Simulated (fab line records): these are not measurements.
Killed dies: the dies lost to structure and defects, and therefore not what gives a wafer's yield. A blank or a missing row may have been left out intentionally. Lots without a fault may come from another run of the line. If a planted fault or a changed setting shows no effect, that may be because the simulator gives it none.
Chamber matching	flow sky130	4 sister chambers for SKY_VIA4_CMP_21 on cmp-02
The step polishes, stops on SiO2, t overpolish 25 s, target thk 0 nm. 7 wafers are shown with their chamber, then 8 later ones without.

## WAFERS WITH THEIR CHAMBER
wafer	chamber	motor_current_A (A)	time_to_endpoint_s (s)
L933.3	1	10.6	131
L935.6	2	10.7	124
L941.2	2	11.0	130
L945.2	3	9.7	132
L945.3	0	10.7	129
L945.6	3	10.8	128
L948.2	0	11.5	130

## WAFERS WHOSE CHAMBER IS MISSING
wafer	motor_current_A (A)	time_to_endpoint_s (s)
L948.4	10.7	128
L948.5	11.2	125
L949.1	11.0	134
L949.4	10.0	130
L949.5	10.1	131
L952.1	10.6	133
L952.5	10.9	140
L952.6	10.5	132

## THE CHAMBER EACH PASSED THROUGH
wafer	from the rows above	in truth
L948.4	can't be placed: 2 or 0 or 1 or 3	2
L948.5	can't be placed: 2 or 0 or 1 or 3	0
L949.1	can't be placed: 1 or 0 or 3 or 2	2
L949.4	can't be placed: 3 or 1 or 2 or 0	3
L949.5	can't be placed: 3 or 1 or 0 or 2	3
L952.1	can't be placed: 1 or 3 or 0 or 2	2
L952.5	can't be placed: 1 or 0 or 3 or 2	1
L952.6	can't be placed: 1 or 3 or 0 or 2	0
Placed correctly: 0 of 8. Cannot be placed on the basis of these rows: 8; the candidates contain the true chamber in 8. Placed wrongly: 0.
How it was worked out, from the rows above alone: a wafer's distance from a chamber is the root of the sum, over the readings, of the square of ((its reading less the chamber's mean) divided by the reading's scatter). The wafer belongs to the nearest chamber; if the next one is less than 2 further off, it can't be placed. Each chamber's mean is taken over the wafers shown for it. How the scatter is found: for the shown wafers, subtract from each reading the mean of its chamber, square and add these, divide the total by (wafers less chambers), then take the root.
